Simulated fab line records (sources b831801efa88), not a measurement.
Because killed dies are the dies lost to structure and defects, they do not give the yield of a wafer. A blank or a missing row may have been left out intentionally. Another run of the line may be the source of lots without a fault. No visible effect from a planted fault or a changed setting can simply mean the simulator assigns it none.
Chamber matching    flow sky130    4 sister chambers for SKY_VIA2_ETCH_15 on rie-diel-04
The step etches SiO2 in C4F8/O2/Ar, stops on TiN, target depth 546 nm, time 84 s. 7 wafers are shown with their chamber, then 7 later ones without.

## WAFERS PAIRED WITH THEIR CHAMBERS
wafer   chamber  oes-product-au (a.u.)
L090.3  0        0.934
L090.4  2        0.934
L090.6  1        0.947
L092.5  3        0.937
L092.6  2        0.943
L093.1  3        0.937
L093.2  1        0.948

## WAFERS WITHOUT THEIR CHAMBER
wafer   oes-product-au (a.u.)
L093.6  0.941
L095.3  0.937
L095.5  0.939
L095.6  0.937
L096.1  0.944
L096.3  0.942
L096.4  0.937

## WHICH CHAMBER EACH WENT THROUGH
wafer   from the rows above                in truth
L093.6  can't be placed: 2 or 3 or 1 or 0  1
L095.3  can't be placed: 3 or 2 or 0       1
L095.5  can't be placed: 2 or 3 or 0       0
L095.6  can't be placed: 3 or 2 or 0       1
L096.1  can't be placed: 1 or 2 or 3 or 0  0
L096.3  can't be placed: 2 or 3 or 1 or 0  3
L096.4  can't be placed: 3 or 2 or 0       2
0 of 7 placed correctly. Not placeable from these rows: 7 (in 5, the candidates include the true chamber). Placed wrongly: 0.
How it was worked out, from the rows above alone: a wafer's distance from a chamber is the root of the sum, over the readings, of the square of ((its reading less the chamber's mean) divided by the reading's scatter). The wafer belongs to the nearest chamber; if the next one is less than 2 further off, it can't be placed. Each chamber's mean is taken over the wafers shown for it. The scatter is the square root of a quotient: the sum, over the shown wafers, of each reading's squared deviation from its chamber's mean, divided by wafers minus chambers.
